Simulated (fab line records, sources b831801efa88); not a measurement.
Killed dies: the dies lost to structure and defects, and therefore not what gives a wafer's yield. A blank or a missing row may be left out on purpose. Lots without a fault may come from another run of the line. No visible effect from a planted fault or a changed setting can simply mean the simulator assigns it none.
Which tool is to blame? :: flow gf180mcu :: 14 lots with 40 wafers sampled at 5 steps, on a route of 602 steps

WHAT THE GAUGES SHOWED, per wafer
GF_PSD_TW_MEAS_11.
lot: L970
measured: day 15 01:51
on: filmMetro-03
PSD_TW: 3176 3164 3180

lot: L973
measured: day 15 23:43
on: filmMetro-03
PSD_TW: 3173 3166 3161

lot: L974
measured: day 16 08:58
on: filmMetro-03
PSD_TW: 3173 3158 3181

lot: L976
measured: day 17 00:50
on: filmMetro-04
PSD_TW: 3164 3176 3184

lot: L975
measured: day 17 01:08
on: filmMetro-04
PSD_TW: 3179 3176 3163

lot: L977
measured: day 17 09:14
on: filmMetro-04
PSD_TW: 3159 3165 3162

lot: L978
measured: day 17 20:13
on: filmMetro-04
PSD_TW: 3180 3176 3168

lot: L979
measured: day 18 07:01
on: filmMetro-03
PSD_TW: 3146 3147 3170

lot: L984
measured: day 19 14:47
on: filmMetro-01
PSD_TW: 3199 3183 3178

lot: L987
measured: day 20 20:53
on: filmMetro-01
PSD_TW: 3191 3185 3167

lot: L988
measured: day 21 06:10
on: filmMetro-03
PSD_TW: 3175 3187

lot: L989
measured: day 21 09:53
on: filmMetro-01
PSD_TW: 3155 3172 3148

lot: L990
measured: day 21 21:35
on: filmMetro-01
PSD_TW: 3157 3152

lot: L991
measured: day 22 04:11
on: filmMetro-03
PSD_TW: 3162 3164 3168

GF_SAB_THK_MEAS_01.
lot: L970
measured: day 15 02:18
on: filmMetro-01
SAB_CVD_00_THK (nm): 48.9 50.1 50.2

lot: L973
measured: day 16 00:11
on: filmMetro-01
SAB_CVD_00_THK (nm): 49.1 50.2 49.9

lot: L974
measured: day 16 09:25
on: filmMetro-01
SAB_CVD_00_THK (nm): 50.3 50.7 50.0

lot: L976
measured: day 17 01:17
on: filmMetro-04
SAB_CVD_00_THK (nm): 49.5 50.7 50.4

lot: L975
measured: day 17 01:40
on: filmMetro-02
SAB_CVD_00_THK (nm): 49.1 50.4 50.3

lot: L977
measured: day 17 09:41
on: filmMetro-02
SAB_CVD_00_THK (nm): 50.0 49.7 50.0

lot: L978
measured: day 17 20:40
on: filmMetro-04
SAB_CVD_00_THK (nm): 50.3 50.3 50.7

lot: L979
measured: day 18 07:28
on: filmMetro-02
SAB_CVD_00_THK (nm): 44.2 44.9 45.9

lot: L984
measured: day 19 15:15
on: filmMetro-04
SAB_CVD_00_THK (nm): 45.3 45.7 46.4

lot: L987
measured: day 20 21:20
on: filmMetro-01
SAB_CVD_00_THK (nm): 48.8 49.5 50.3

lot: L988
measured: day 21 06:37
on: filmMetro-04
SAB_CVD_00_THK (nm): 50.3 51.3

lot: L989
measured: day 21 10:20
on: filmMetro-04
SAB_CVD_00_THK (nm): 49.9 50.6 50.8

lot: L990
measured: day 21 22:03
on: filmMetro-04
SAB_CVD_00_THK (nm): 50.1 50.5

lot: L991
measured: day 22 04:38
on: filmMetro-02
SAB_CVD_00_THK (nm): 49.2 50.3 49.7

GF_SALICIDE_THK_MEAS_05: measures by xrf.
lot: L970
measured: day 16 00:42
on: filmMetro-02
SALICIDE_TIN_THK (nm): 19.62 19.63 19.82

lot: L973
measured: day 16 23:14
on: filmMetro-04
SALICIDE_TIN_THK (nm): 19.79 19.96 19.96

lot: L974
measured: day 17 08:47
on: filmMetro-03
SALICIDE_TIN_THK (nm): 19.07 19.42 19.40

lot: L976
measured: day 18 00:08
on: filmMetro-03
SALICIDE_TIN_THK (nm): 19.93 19.61 20.01

lot: L975
measured: day 18 00:14
on: filmMetro-02
SALICIDE_TIN_THK (nm): 19.49 19.24 19.41

lot: L977
measured: day 18 09:20
on: filmMetro-02
SALICIDE_TIN_THK (nm): 19.86 19.67 19.76

lot: L978
measured: day 18 21:10
on: filmMetro-03
SALICIDE_TIN_THK (nm): 19.75 19.55 19.58

lot: L979
measured: day 19 08:02
on: filmMetro-02
SALICIDE_TIN_THK (nm): 19.63 19.54 19.60

lot: L984
measured: day 20 15:08
on: filmMetro-02
SALICIDE_TIN_THK (nm): 19.68 19.89 20.16

lot: L987
measured: day 21 21:26
on: filmMetro-04
SALICIDE_TIN_THK (nm): 19.69 19.43 19.97

lot: L988
measured: day 22 06:55
on: filmMetro-04
SALICIDE_TIN_THK (nm): 19.42 19.95

lot: L989
measured: day 22 09:53
on: filmMetro-03
SALICIDE_TIN_THK (nm): 20.01 19.73 19.54

lot: L990
measured: day 22 21:47
on: filmMetro-03
SALICIDE_TIN_THK (nm): 19.50 19.81

lot: L991
measured: day 23 04:35
on: filmMetro-04
SALICIDE_TIN_THK (nm): 19.83 19.70 19.83

GF_CONTACT_THK_MEAS_01.
lot: L970
measured: day 16 01:07
on: filmMetro-01
CONTACT_CVD_00_THK (nm): 309.9 312.6 312.8

lot: L973
measured: day 16 23:43
on: filmMetro-03
CONTACT_CVD_00_THK (nm): 309.4 310.9 311.0

lot: L974
measured: day 17 09:10
on: filmMetro-02
CONTACT_CVD_00_THK (nm): 308.1 308.4 308.5

lot: L976
measured: day 18 00:32
on: filmMetro-01
CONTACT_CVD_00_THK (nm): 313.3 307.5 309.4

lot: L975
measured: day 18 00:50
on: filmMetro-03
CONTACT_CVD_00_THK (nm): 317.1 310.1 315.6

lot: L977
measured: day 18 09:44
on: filmMetro-02
CONTACT_CVD_00_THK (nm): 308.4 311.7 312.0

lot: L978
measured: day 18 21:34
on: filmMetro-03
CONTACT_CVD_00_THK (nm): 317.8 313.6 314.0

lot: L979
measured: day 19 08:26
on: filmMetro-01
CONTACT_CVD_00_THK (nm): 314.7 310.6 311.2

lot: L984
measured: day 20 15:32
on: filmMetro-03
CONTACT_CVD_00_THK (nm): 308.1 312.6 312.9

lot: L987
measured: day 21 21:50
on: filmMetro-01
CONTACT_CVD_00_THK (nm): 311.2 308.6 308.5

lot: L988
measured: day 22 07:19
on: filmMetro-03
CONTACT_CVD_00_THK (nm): 312.0 310.9

lot: L989
measured: day 22 10:17
on: filmMetro-01
CONTACT_CVD_00_THK (nm): 312.8 313.8 312.7

lot: L990
measured: day 22 22:13
on: filmMetro-03
CONTACT_CVD_00_THK (nm): 314.1 314.9

lot: L991
measured: day 23 04:59
on: filmMetro-03
CONTACT_CVD_00_THK (nm): 309.7 310.5 311.3

EACH LOT AND THE TOOL THAT RAN IT (in order: tool; ch and the chambers of the sampled wafers; start)
lot: L970
GF_SAB_CVD_00: pecvd-02 ch 1,2, day 15 02:16

lot: L973
GF_SAB_CVD_00: pecvd-02 ch 0,1, day 16 00:09

lot: L974
GF_SAB_CVD_00: pecvd-04 ch 0,2, day 16 09:24

lot: L976
GF_SAB_CVD_00: pecvd-04 ch 0,1,2, day 17 01:16

lot: L975
GF_SAB_CVD_00: pecvd-01 ch 0,1,2, day 17 01:39

lot: L977
GF_SAB_CVD_00: pecvd-01 ch 0,1,2, day 17 09:40

lot: L978
GF_SAB_CVD_00: pecvd-02 ch 0,1,2, day 17 20:38

lot: L979
GF_SAB_CVD_00: pecvd-04 ch 0,1, day 18 07:27

lot: L984
GF_SAB_CVD_00: pecvd-04 ch 1,2, day 19 15:13

lot: L987
GF_SAB_CVD_00: pecvd-02 ch 0,1, day 20 21:19

lot: L988
GF_SAB_CVD_00: pecvd-01 ch 1,2, day 21 06:35

lot: L989
GF_SAB_CVD_00: pecvd-01 ch 0,1, day 21 10:17

lot: L990
GF_SAB_CVD_00: pecvd-02 ch 0,2, day 21 22:01

lot: L991
GF_SAB_CVD_00: pecvd-04 ch 0,1,2, day 22 04:35
- GF_SAB_CVD_00: deposits SiO2 from TEOS, target thk 50 nm, time 4.9302 s.

AS READ BY THE TOOLS THEMSELVES (means over the sampled wafers that have a number; for cases with no such wafer, the mark the record gives instead)
GF_SAB_CVD_00.
lot: L970
tool: pecvd-02
heaterPowerW (W): 700
susceptorTempC (C): 400.01

lot: L973
tool: pecvd-02
heaterPowerW (W): 615
susceptorTempC (C): 400.14

lot: L974
tool: pecvd-04
heaterPowerW (W): 651
susceptorTempC (C): 400.12

lot: L976
tool: pecvd-04
heaterPowerW (W): 631
susceptorTempC (C): 399.85

lot: L975
tool: pecvd-01
heaterPowerW (W): 705
susceptorTempC (C): 400.12

lot: L977
tool: pecvd-01
heaterPowerW (W): 678
susceptorTempC (C): 399.77

lot: L978
tool: pecvd-02
heaterPowerW (W): 693
susceptorTempC (C): 399.93

lot: L979
tool: pecvd-04
heaterPowerW (W): 537
susceptorTempC (C): 400.19

lot: L984
tool: pecvd-04
heaterPowerW (W): 648
susceptorTempC (C): 399.89

lot: L987
tool: pecvd-02
heaterPowerW (W): 618
susceptorTempC (C): 399.85

lot: L988
tool: pecvd-01
heaterPowerW (W): 810
susceptorTempC (C): 400.28

lot: L989
tool: pecvd-01
heaterPowerW (W): 711
susceptorTempC (C): 400.06

lot: L990
tool: pecvd-02
heaterPowerW (W): 696
susceptorTempC (C): 400.06

lot: L991
tool: pecvd-04
heaterPowerW (W): 635
susceptorTempC (C): 399.87

THE ANSWER, worked out from the rows above alone
Rule: the usual values come from the lots themselves. Put in order of their means at a reading, lots are off if they are a third of the lots or fewer, leave a main group of 4 or more, and stand apart from it by a gap of 3 or more times the standard deviation of the main group's means; of several such gaps the widest counts. Not used: any main group whose means are identical at the precision the tables above print for the reading. A lot without any number at a reading at which 4 lots or more have one is off too. Any other lot the step has rows for is counted as sound. The gauges are gone through in route order, then the tools' own readings, and for those a lot's mean is taken as printed above. At the first step where some lot is off, the reading lying furthest off is the one used; lots without a number count as furthest.
Off: L979, L984, at GF_SAB_THK_MEAS_01 (SAB_CVD_00_THK). Main group: mean 50.1 nm, sd 0.37.
A tool fits if, at a process step before that reading, it ran every lot that is off, and no sound lot after the first of them. The gauges at GF_SAB_THK_MEAS_01 are tried like those tools. Of those tried, none fits.

WHAT THE SIMULATOR HAD INSERTED
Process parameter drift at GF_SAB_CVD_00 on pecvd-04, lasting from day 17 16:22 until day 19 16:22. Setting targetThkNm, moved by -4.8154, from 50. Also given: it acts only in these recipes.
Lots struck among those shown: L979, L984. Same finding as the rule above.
